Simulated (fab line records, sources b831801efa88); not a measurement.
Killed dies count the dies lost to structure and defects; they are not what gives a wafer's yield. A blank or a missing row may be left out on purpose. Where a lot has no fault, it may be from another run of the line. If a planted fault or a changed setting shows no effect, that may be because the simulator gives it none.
Chamber matching :: flow gf180mcu :: GF_V4_CMP_04 on cmp-01 has 4 sister chambers
The step polishes SiO2. 4 wafers are shown with their chamber, then 9 later ones without.

## WAFERS PAIRED WITH THEIR CHAMBERS
wafer: L924.6
chamber: 3
motor-current-A (A): 12.0

wafer: L929.1
chamber: 2
motor-current-A (A): 11.4

wafer: L938.5
chamber: 1
motor-current-A (A): 11.9

wafer: L938.6
chamber: 0
motor-current-A (A): 13.6

## WAFERS WITHOUT THEIR CHAMBER
wafer: L939.1
motor-current-A (A): 10.7

wafer: L939.3
motor-current-A (A): 13.4

wafer: L939.4
motor-current-A (A): 11.4

wafer: L941.1
motor-current-A (A): 13.8

wafer: L941.3
motor-current-A (A): 11.4

wafer: L941.6
motor-current-A (A): 13.9

wafer: L942.1
motor-current-A (A): 13.4

wafer: L942.2
motor-current-A (A): 11.9

wafer: L942.6
motor-current-A (A): 11.8

## WHICH CHAMBER EACH ONE RAN IN
wafer: L939.1
from the rows above: can't be placed: 2 or 1
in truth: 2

wafer: L939.3
from the rows above: 0
in truth: 0

wafer: L939.4
from the rows above: can't be placed: 2 or 1
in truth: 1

wafer: L941.1
from the rows above: 0
in truth: 0

wafer: L941.3
from the rows above: can't be placed: 2 or 1
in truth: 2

wafer: L941.6
from the rows above: 0
in truth: 0

wafer: L942.1
from the rows above: 0
in truth: 0

wafer: L942.2
from the rows above: can't be placed: 1 or 3 or 2
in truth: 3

wafer: L942.6
from the rows above: can't be placed: 1 or 3 or 2
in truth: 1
Correctly placed: 4 of 9. From these rows, 5 cannot be placed; in 5 the true chamber is one of the candidates. 0 placed wrongly.
How it was worked out, from the rows above alone: a wafer's distance from a chamber is the root of the sum, over the readings, of the square of ((its reading less the chamber's mean) divided by the reading's scatter). The wafer belongs to the nearest chamber; if the next one is less than 2 further off, it can't be placed. Each chamber's mean is taken over the wafers shown for it. The scatter: with one shown wafer a chamber, the root of the mean of the squares of how far each hidden wafer lies from its nearest shown one.
